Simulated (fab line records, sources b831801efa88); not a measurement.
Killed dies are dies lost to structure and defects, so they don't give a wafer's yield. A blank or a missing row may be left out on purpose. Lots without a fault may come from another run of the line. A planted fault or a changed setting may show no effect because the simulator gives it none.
A struck lot beside a sound one | flow sky130 | 17 steps out of a route of 708
Sound: wafers L449.3, L449.4, L449.6. Struck: wafers L461.1, L461.2, L461.6. The cause comes at the end.
At each step with rows: each side's tool, then ch and its chambers, then its first start. Under that, the readings that differ: sound wafers | struck wafers | difference of the means | sigmas: that difference in standard deviations of wafers without a fault.
alike: readings whose means differ by less than 2 such deviations, and words and numbers that are the same on both sides. not compared: withheld readings, readings that some wafer has no value for, bounds like >300 that may hide the same value, and numbers for which the record gives no deviation and whose values overlap.
The two part at a step that has a row with sigmas, a row that says differs or no value, or rows on one side only. Numbers that don't overlap but have no deviation are shown without sigmas and don't part them. A reading that every wafer of one side lacks parts them only if that side has two wafers or more.

SKY_METAL4_SPUTTER_04: material TiN, target thk 70 nm, time 58.3 s.
  sound on pvd_sputter-01, day 43 03:16; struck on pvd_sputter-02, day 46 04:28
  alike: throttle_valve_pct
SKY_CAP2M_CVD_00: deposits SiO2, target thk 15.5 nm.
  sound on pecvd-02 ch 0,1, day 43 03:19; struck on pecvd-04 ch 0,1, day 46 04:31
  alike: heater_power_w
SKY_CAP2M_THK_MEAS_01:
  sound on film_metro-02, day 43 03:22; struck on film_metro-01, day 46 04:32
  alike: CAP2M_CVD_00_THK
SKY_CAP2M_SPUTTER_02: material TiN, target thk 200 nm, time 166.7 s.
  sound on pvd_sputter-04, day 43 03:24; struck on pvd_sputter-04, day 46 04:35
  alike: throttle_valve_pct
SKY_CAP2M_RS_MEAS_03: measures by four-point-probe.
  sound on film_metro-01, day 43 03:33; struck on film_metro-02, day 46 04:42
  alike: CAP2M_TIN_RS
SKY_CAP2M_THK_MEAS_04: measures by xrf.
  sound on film_metro-01, day 43 03:39; struck on film_metro-02, day 46 04:49
  alike: CAP2M_TIN_THK
then, 6 steps without rows for these wafers: SKY_CAP2M_DEHYDRATE_05 (time 60 s); SKY_CAP2M_HMDS_06 (prime time 60 s); SKY_CAP2M_COAT_07 (resist thk 1140 nm); SKY_CAP2M_SOFTBAKE_08 (time 60 s); SKY_CAP2M_EXPOSE_09 (exposes mask CAP2M, target cd 1000 nm); SKY_CAP2M_PEB_10.
SKY_CAP2M_DEVELOP_11: develop time 60 s.
  sound on litho_track-04 ch 0, day 44 01:46; struck on litho_track-04 ch 0, day 47 00:28
  reading              | sound             | struck            | difference | sigmas
  developer_temp_C (C) | 22.96 22.77 22.93 | 25.40 25.26 25.25 | +2.42      | +20
SKY_CAP2M_OVL_MEAS_12:
  sound on overlay-02, day 44 01:53; struck on overlay-02, day 47 00:37
  alike: CAP2M_OVL
SKY_CAP2M_METAL_ETCH_13: etches TiN in Cl2/BCl3, stops on SiO2, target depth 220 nm, time 62.9 s.
  sound on rie_metal-04 ch 0,1, day 44 01:56; struck on rie_metal-04 ch 0,1, day 47 00:40
  reading                | sound             | struck         | difference | sigmas
  model.CAP2M.cd_nm (nm) | 999.4 999.1 997.1 | 1003 1004 1001 | +4         |
  alike: drypump_motor_current_A, oes_product_au, throttle_valve_pct
  not compared: rf_hours_counter_h
SKY_CAP2M_STRIP_14: strips in O2/N2.
  sound on plasma_asher-04 ch 0,1, day 44 02:01; struck on plasma_asher-04 ch 0,1, day 47 00:44
  alike: drypump_motor_current_A, oes_product_au, strip_time_to_endpoint_s
  not compared: rf_hours_counter_h
-- the record jumps here: 4 days lie between the struck wafers' starts before and after (it left off in module CAP2M and takes up again in module PAD_OPEN, whose first step shown is number 708 of the route) --
SKY_PAD_OPEN_PROBE_99:
  sound on prober-02, day 48 17:23; struck on prober-01, day 51 02:22
  reading     | sound    | struck   | difference | sigmas
  killed_open | 56 49 52 | 31 39 43 | -15        | -2
  alike: defect_limited_yield, killed_at_M0_to_M3, killed_at_M4_up, killed_at_contacts, killed_at_front_end, killed_at_other, killed_dies, killed_short, sort_bin_3_pad_short, sort_bin_5_function, sort_bin_6_memory, sort_n_pass, sort_yield_pct

WHERE THEY PART
First at SKY_CAP2M_DEVELOP_11; last, within this record, at SKY_PAD_OPEN_PROBE_99.

WHY: what the simulator had put in
Process parameter drift: litho_track-04, from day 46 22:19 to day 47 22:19, at SKY_CAP2M_DEVELOP_11. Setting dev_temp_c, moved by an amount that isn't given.
